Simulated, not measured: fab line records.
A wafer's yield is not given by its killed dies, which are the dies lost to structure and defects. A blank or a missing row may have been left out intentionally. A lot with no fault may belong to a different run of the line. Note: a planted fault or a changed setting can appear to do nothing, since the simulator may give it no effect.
fab line records	flow sky130
record: lots: 12	wafers: 36	last-day: 50
route steps=708 shown DNWELL@44 VT_ADJUST_LVTN@118 SONOS_ONO@168 GATE_OXIDE@201 PAD_OPEN@708
lots with no fault: from the same line, run without faults
start-h: start of the lot's first displayed wafer, in hours after the record's first day	wait-h: time in hours since the lot's previous step	" identical to the entry in the row above	L1.1+2: several wafers, shown together as one row	- no value, or no start was given	* or withheld: withheld	< > ~ a bound
route shown NAME@n: NAME is a module with steps in the file, n the number in the route of the first one	usual: mean and standard deviation over wafers with no fault	same: alike in all rows	chamber/n: place in a boat	sites: each site's reading	_std_site: standard deviation of those values	_edge_site: mean of outer sites minus mean of inner sites	radius-mm: for every site, how far away it sits from the centre of the wafer	mask NAME#n: copy n	behind: the tool/chamber that last shaped the wafer	hold: reason for holding the lot/hours on hold/outcome of the hold	device: which transistor (n, p or np) failed to switch	end of line: the route-end tests of the same wafers	a step without rows: its recipe alone	killed: dies lost to structure and defects at the first sort, not the wafer's yield	map: a wafer's dies, marking killed ones x, the rest . and places with no die _
set.NAME: setting as actually run; set.NAME@STEP: the setting as run at that earlier step	model.NAME: the simulator's own value behind a step, which no gauge read
one table for each step of the route and one row for each wafer, over a sample of lots
services: the hour from which a tool's chamber was out of use, counted from the record's first day as start-h (under 0 if before that day), plus the number of hours and why
== steps ==
step: SKY_DNWELL_TW_MEAS_09
usual: DNWELL_TW: 1121/6.8
lot.wafer	tool	chamber	start-h	wait-h	DNWELL_TW
L842.2	film-metro-04	-	64.92	0.1	1119
L842.5	"	-	"	"	1115
L842.6	"	-	"	"	1116
L841.3	film-metro-02	-	65.27	0.1	1115
L841.4	"	-	"	"	1122
L841.5	"	-	"	"	1121
L845.1	film-metro-03	-	78.26	0.1	1136
L845.3	"	-	"	"	1135
L845.5	"	-	"	"	1139
L846.2	film-metro-02	-	78.48	0.1	1121
L846.3	"	-	"	"	1116
L846.4	"	-	"	"	1118
L849.1	film-metro-04	-	97.31	0.1	1126
L849.2	"	-	"	"	1121
L849.5	"	-	"	"	1124
L850.3	film-metro-02	-	106.89	0.1	1116
L850.4	"	-	"	"	1113
L850.6	"	-	"	"	1121
L852.2	film-metro-03	-	111.87	0.1	1130
L852.3	"	-	"	"	1128
L852.6	"	-	"	"	1121
L853.2	film-metro-04	-	117.01	0.1	1126
L853.4	"	-	"	"	1131
L853.6	"	-	"	"	1133
L859.1	film-metro-03	-	156.56	0.1	1117
L859.3	"	-	"	"	1116
L859.4	"	-	"	"	1120
L860.1	film-metro-03	-	160.15	0.1	1114
L860.3	"	-	"	"	1115
L860.6	"	-	"	"	1123
L861.2	film-metro-02	-	162.03	0.1	1122
L861.3	"	-	"	"	1128
L861.6	"	-	"	"	1122
L864.1	film-metro-03	-	182.97	0.1	1119
L864.2	"	-	"	"	1124
L864.6	"	-	"	"	1123
step: SKY_VT_ADJUST_LVTN_TW_MEAS_21
usual: VT_ADJUST_LVTN_2_TW: 189.4/2.8
lot.wafer	tool	chamber	start-h	wait-h	VT_ADJUST_LVTN_2_TW
L842.2	film-metro-01	-	178.10	0.1	185.5
L842.5	"	-	"	"	186.0
L842.6	"	-	"	"	186.1
L841.3	film-metro-04	-	178.62	0.1	191.9
L841.4	"	-	"	"	193.2
L841.5	"	-	"	"	192.4
L845.1	film-metro-03	-	192.05	0.1	189.0
L845.3	"	-	"	"	189.5
L845.5	"	-	"	"	189.3
L846.2	film-metro-03	-	194.44	0.1	188.8
L846.3	"	-	"	"	188.8
L846.4	"	-	"	"	188.5
L849.1	film-metro-03	-	218.44	0.1	190.5
L849.2	"	-	"	"	190.0
L849.5	"	-	"	"	189.6
L850.3	film-metro-03	-	230.52	0.1	189.5
L850.4	"	-	"	"	189.5
L850.6	"	-	"	"	189.5
L852.2	film-metro-03	-	236.76	0.1	189.3
L852.3	"	-	"	"	189.8
L852.6	"	-	"	"	188.3
L853.2	film-metro-03	-	243.16	0.1	189.9
L853.4	"	-	"	"	190.0
L853.6	"	-	"	"	190.6
L859.1	film-metro-01	-	294.65	0.1	185.8
L859.3	"	-	"	"	185.8
L859.4	"	-	"	"	185.6
L860.1	film-metro-04	-	299.20	0.1	189.7
L860.3	"	-	"	"	190.5
L860.6	"	-	"	"	190.2
L861.2	film-metro-03	-	303.56	0.1	189.9
L861.3	"	-	"	"	189.0
L861.6	"	-	"	"	190.2
L864.1	film-metro-04	-	328.10	0.1	193.5
L864.2	"	-	"	"	192.5
L864.6	"	-	"	"	191.6
step: SKY_SONOS_ONO_OXIDATION_00
recipe: temp-c: 800	ambient: O2	idle-temp-c: 700	ramp-up-c-per-min: 10	ramp-down-c-per-min: 3	stabilise-s: 600	purge-s: 300	target-thk-a: 26	ox-time-s: 1249
usual: ramp-up-c-per-min: 9.9999/0.0017	spike-tc-bottom-C: 816/3.4	spike-tc-centre-C: 801.5/1.8	spike-tc-lower-C: 800.9/1.1	spike-tc-top-C: 814/3.7	spike-tc-upper-C: 800.2/1.1	tube-center-temp-C: 800/0.079	tube_center_temp_C_max: 802.0/0.33	zone-power-bottom-pct: 21.7/1.6	zone-power-upper-pct: 14.6/1.4
same: ox-time-s: 1249
lot.wafer	tool	chamber	start-h	wait-h	ramp-up-c-per-min	spike-tc-bottom-C	spike-tc-centre-C	spike-tc-lower-C	spike-tc-top-C	spike-tc-upper-C	tube-center-temp-C	tube_center_temp_C_max	zone-power-bottom-pct	zone-power-upper-pct
L842.2	furnace-02	0	269.79	0.3	10.001	812	801.5	802.6	811	799.3	800.01	802.0	22.9	13.5
L842.5	"	0	"	"	9.9982	814	802.1	799.4	812	798.9	800.06	802.5	22.7	13.7
L842.6	"	0	"	"	9.9990	815	801.1	802.3	813	801.8	799.94	801.8	22.9	13.4
L841.3	furnace-02	0	272.65	0.3	9.9992	814	801.9	800.2	813	802.1	799.89	801.8	22.7	13.7
L841.4	"	0	"	"	10.002	813	802.4	799.6	811	799.6	799.9	801.5	22.7	13.7
L841.5	"	0	"	"	9.9965	813	802.6	799.5	811	800.5	800.08	802.0	22.8	13.8
L845.1	furnace-01	0	286.44	0.9	9.9993	820	797.5	802.9	817	800.2	799.88	803.0	19.2	16.7
L845.3	"	0	"	"	9.9976	821	797.9	800.5	820	800.5	800	801.8	19.4	16.5
L845.5	"	0	"	"	9.9983	822	801.5	800.1	819	799.7	799.97	801.7	19.4	16.2
L846.2	furnace-01	0	292.21	2.0	10.001	823	798.4	801.6	819	799.9	799.85	801.8	19.3	16.4
L846.3	"	0	"	"	9.9979	823	799.7	802.1	821	799.8	800	802.3	19.5	16.5
L846.4	"	0	"	"	10.001	820	800.0	801.1	820	800.5	800.04	802.1	19.4	16.3
L849.1	furnace-01	0	318.47	0.1	9.9973	834	813.5	815.4	833	816.7	814.89	816.6	20.1	17.0
L849.2	"	0	"	"	9.9978	835	814.7	817.9	835	814.9	814.82	817.0	20.5	17.1
L849.5	"	0	"	"	9.9955	837	814.2	815.6	834	817.0	814.67	816.8	20.1	17.3
L850.3	furnace-02	0	334.41	1.8	9.9993	814	802.8	801.1	810	800.0	799.87	801.3	22.8	13.7
L850.4	"	0	"	"	9.9999	814	802.5	798.4	814	799.6	800.05	802.0	22.8	13.7
L850.6	"	0	"	"	10.001	811	801.1	799.8	811	801.1	800.02	802.3	22.8	13.6
L852.2	furnace-01	0	338.09	1.1	9.9989	837	814.2	816.1	834	816.2	814.83	817.5	20.4	17.2
L852.3	"	0	"	"	10.000	836	814.2	816.6	834	818.4	814.83	816.9	20.2	17.3
L852.6	"	0	"	"	10.000	837	814.6	817.8	835	815.3	814.88	816.5	20.1	17.1
L853.2	furnace-02	0	346.88	1.1	9.9974	813	801.1	800.0	813	800.9	799.98	802.0	22.8	13.6
L853.4	"	0	"	"	10.000	813	802.2	803.0	812	799.1	800.09	801.6	22.6	13.7
L853.6	"	0	"	"	10.002	813	803.5	800.8	811	799.1	799.98	802.0	22.9	13.6
L859.1	furnace-02	0	403.06	0.0	9.9995	815	801.8	801.5	812	799.4	800.13	802.6	23.4	13.6
L859.3	"	0	"	"	9.9996	814	802.9	801.0	811	798.8	800.04	801.9	23.0	13.6
L859.4	"	0	"	"	10.002	813	803.6	799.1	812	800.0	800.09	802.2	23.0	13.7
L860.1	furnace-01	0	414.09	3.1	10.000	822	798.9	799.9	820	800.1	799.9	802.0	19.4	16.5
L860.3	"	0	"	"	9.9980	822	800.2	802.0	820	800.8	799.99	802.0	19.7	16.7
L860.6	"	0	"	"	10.002	819	798.7	800.6	820	801.1	800.06	801.6	19.6	16.5
L861.2	furnace-02	0	418.37	2.9	9.9997	815	803.1	801.4	811	799.3	800.12	801.9	23.5	13.6
L861.3	"	0	"	"	10.001	815	803.6	800.5	811	800.7	800.02	802.1	22.8	13.4
L861.6	"	0	"	"	9.9990	813	801.6	800.7	812	799.1	800.03	802.3	23.0	13.6
L864.1	furnace-01	0	444.62	0.9	10.003	819	800.9	802.5	819	802.1	800.05	802.1	19.4	16.3
L864.2	"	0	"	"	9.9996	822	797.1	800.3	819	802.0	800.01	801.7	19.2	16.4
L864.6	"	0	"	"	10.000	820	799.2	799.7	820	799.0	800.12	801.9	19.2	16.6
step: SKY_SONOS_ONO_THK_MEAS_01
recipe: reads: SiO2_of_SONOS_ONO_OXIDATION_00
usual: SONOS_ONO_OXIDATION_THK: 2.57/0.056
lot.wafer	tool	chamber	start-h	wait-h	hold	SONOS_ONO_OXIDATION_THK[nm]
L842.2	film-metro-02	-	271.15	0.0	-	2.57
L842.5	"	-	"	"	-	2.52
L842.6	"	-	"	"	-	2.58
L841.3	film-metro-03	-	274.02	0.0	-	2.64
L841.4	"	-	"	"	-	2.56
L841.5	"	-	"	"	-	2.67
L845.1	film-metro-03	-	287.78	0.0	-	2.52
L845.3	"	-	"	"	-	2.52
L845.5	"	-	"	"	-	2.60
L846.2	film-metro-03	-	293.57	0.0	-	2.60
L846.3	"	-	"	"	-	2.60
L846.4	"	-	"	"	-	2.53
L849.1	film-metro-02	-	319.81	0.0	await-dispo/0.2h/release	3.13
L849.2	"	-	"	"	await-dispo/0.2h/release	3.17
L849.5	"	-	"	"	await-dispo/0.2h/release	3.23
L849.1	film-metro-02	-	320.04	0.2	-	3.17
L849.2	"	-	"	"	-	3.21
L849.5	"	-	"	"	-	3.20
L850.3	film-metro-02	-	335.78	0.0	-	2.67
L850.4	"	-	"	"	-	2.64
L850.6	"	-	"	"	-	2.61
L852.2	film-metro-03	-	339.44	0.0	await-dispo/0.2h/release	3.16
L852.3	"	-	"	"	await-dispo/0.2h/release	3.15
L852.6	"	-	"	"	await-dispo/0.2h/release	3.19
L852.2	film-metro-03	-	339.67	0.2	-	3.19
L852.3	"	-	"	"	-	3.09
L852.6	"	-	"	"	-	3.12
L853.2	film-metro-01	-	348.24	0.0	-	2.61
L853.4	"	-	"	"	-	2.59
L853.6	"	-	"	"	-	2.63
L859.1	film-metro-03	-	404.41	0.0	-	2.61
L859.3	"	-	"	"	-	2.52
L859.4	"	-	"	"	-	2.55
L860.1	film-metro-02	-	415.44	0.0	-	2.49
L860.3	"	-	"	"	-	2.54
L860.6	"	-	"	"	-	2.57
L861.2	film-metro-02	-	419.73	0.0	-	2.57
L861.3	"	-	"	"	-	2.49
L861.6	"	-	"	"	-	2.52
L864.1	film-metro-03	-	445.97	0.0	-	2.57
L864.2	"	-	"	"	-	2.56
L864.6	"	-	"	"	-	2.59
step: SKY_GATE_OXIDE_TW_MEAS_14
usual: GATE_OXIDE_TW: 225.9/2
lot.wafer	tool	chamber	start-h	wait-h	GATE_OXIDE_TW
L842.2	film-metro-02	-	328.17	0.1	223.4
L842.5	"	-	"	"	223.9
L842.6	"	-	"	"	224.7
L841.3	film-metro-03	-	331.97	0.1	226.2
L841.4	"	-	"	"	225.6
L841.5	"	-	"	"	226.4
L845.1	film-metro-04	-	345.24	0.1	228.2
L845.3	"	-	"	"	230.1
L845.5	"	-	"	"	229.5
L846.2	film-metro-04	-	351.65	0.1	229.6
L846.3	"	-	"	"	229.2
L846.4	"	-	"	"	229.1
L849.1	film-metro-02	-	380.06	0.1	223.7
L849.2	"	-	"	"	223.8
L849.5	"	-	"	"	223.7
L850.3	film-metro-04	-	395.92	0.1	227.4
L850.4	"	-	"	"	228.2
L850.6	"	-	"	"	227.5
L852.2	film-metro-02	-	401.19	0.1	227.0
L852.3	"	-	"	"	225.7
L852.6	"	-	"	"	226.0
L853.2	film-metro-03	-	410.89	0.1	226.6
L853.4	"	-	"	"	226.7
L853.6	"	-	"	"	226.2
L859.1	film-metro-03	-	471.69	0.1	227.8
L859.3	"	-	"	"	227.1
L859.4	"	-	"	"	227.4
L860.1	film-metro-03	-	482.38	0.1	224.0
L860.3	"	-	"	"	225.8
L860.6	"	-	"	"	224.4
L861.2	film-metro-03	-	488.07	0.1	225.7
L861.3	"	-	"	"	225.5
L861.6	"	-	"	"	225.0
L864.1	film-metro-04	-	511.61	0.1	229.1
L864.2	"	-	"	"	228.4
L864.6	"	-	"	"	229.0
step: SKY_PAD_OPEN_PROBE_99
usual: killed_at_M0_to_M3: 45/7.5	killed_at_M4_up: 2.8/1.9	killed-at-contacts: 25/5.5	killed-at-front-end: 14/4	killed-at-other: 0.3/0.75	killed-dies: 87/9.4	killed-open: 47/6.6	killed-short: 39/6.6
same: gross-dies: 492	killed-at-back-side: 0
lot.wafer	tool	chamber	start-h	wait-h	killed_at_M0_to_M3	killed_at_M4_up	killed-at-contacts	killed-at-front-end	killed-at-other	killed-dies	killed-open	killed-short
L860.1	prober-01	-	1189.52	0.1	44	7	27	12	0	90	54	36
L860.3	prober-01	-	1189.62	0.2	47	5	21	12	1	86	50	36
L860.6	prober-01	-	1189.77	0.2	32	4	21	13	1	71	39	32
L864.1	prober-02	-	1207.51	0.1	56	6	24	11	0	97	49	48
L864.2	prober-02	-	1207.56	0.1	35	2	25	17	1	80	39	41
L864.6	prober-02	-	1207.76	0.2	51	4	33	16	0	104	51	53
killed by level:class
L860.1 CONTACT:geometric-particle:open=9 VIA3:geometric-particle:open=9 LI_CONTACT:geometric-particle:open=8 VIA1:geometric-particle:open=8 VIA1:geometric-particle:short=6 METAL4:geometric-particle:short=5 VIA2:geometric-particle:open=5 FIELD_ISO:geometric-particle:short=4
L860.3 VIA1:geometric-particle:open=13 CONTACT:geometric-particle:open=12 VIA3:geometric-particle:open=10 VIA1:geometric-particle:short=8 METAL1:geometric-particle:short=4 VIA2:geometric-particle:open=4 SPACER:geometric-particle:open=3 CONTACT:geometric-particle:short=3
L860.6 CONTACT:geometric-particle:open=8 VIA3:geometric-particle:open=7 LI_CONTACT:geometric-particle:open=6 VIA1:geometric-particle:open=5 CONTACT:geometric-particle:short=5 POLY_GATE:geometric-particle:open=4 METAL1:geometric-particle:short=4 VIA1:geometric-particle:short=4
L864.1 VIA1:geometric-particle:open=10 VIA2:geometric-particle:open=10 VIA1:geometric-particle:short=8 METAL2:geometric-particle:short=7 CONTACT:geometric-particle:open=6 VIA3:geometric-particle:open=6 LI_CONTACT:geometric-particle:open=5 METAL1:geometric-particle:short=4
L864.2 CONTACT:geometric-particle:open=8 FIELD_ISO:geometric-particle:open=7 LI_CONTACT:geometric-particle:open=6 LOCAL_INTERCONNECT:geometric-particle:short=6 METAL2:geometric-particle:short=6 METAL1:geometric-particle:short=5 CONTACT:geometric-particle:short=4 VIA1:geometric-particle:open=4
L864.6 LI_CONTACT:geometric-particle:open=14 METAL2:geometric-particle:short=13 CONTACT:geometric-particle:open=10 VIA1:geometric-particle:open=9 VIA3:geometric-particle:open=6 VIA1:geometric-particle:short=5 POLY_GATE:geometric-particle:short=5 LI_CONTACT:geometric-particle:short=5
== services ==
tool	chamber	start-h	hours	kind
furnace-02	-	259.57	3.3	pm
furnace-01	-	266.79	3.0	pm
furnace-02	-	375.52	3.0	pm
furnace-01	-	409.29	3.5	pm
== key ==
first-sign: step: SKY_SONOS_ONO_OXIDATION_00	reading: tube-center-temp-C	direction: up	sigmas: 99+	usual: *	struck: *
effect: step: SKY_SONOS_ONO_OXIDATION_00	reading: tube_center_temp_C_max	direction: up	sigmas: 46	usual: *	struck: *
effect: step: SKY_SONOS_ONO_THK_MEAS_01	reading: visit	direction: added
effect: step: SKY_SONOS_ONO_THK_MEAS_01	reading: SONOS_ONO_OXIDATION_THK	direction: up	sigmas: 11	usual: 2.57	struck: 3.17
met-at SKY_SONOS_ONO_OXIDATION_00
struck-lots L849,L852
tester-left-out L849,L852
not-acting-at SKY_DNWELL_TW_MEAS_09,SKY_VT_ADJUST_LVTN_TW_MEAS_21,SKY_GATE_OXIDE_TW_MEAS_14
onset-between 292.21 318.47
fault: kind: process-parameter-drift	tool: furnace-01	chamber: -	onset-h: 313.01	steps: SKY_SONOS_ONO_OXIDATION_00	channel: temp-c	offset: *	shape: step	end-h: 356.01	acts-in: *	stated: *
tester-left-out: of these lots the tester's yield and bins aren't shown, on N5 and GAA mostly nor the transistor test; their killed dies are dies lost to structure and defects alone, not to doping, threshold or leakage, so they don't give the yield
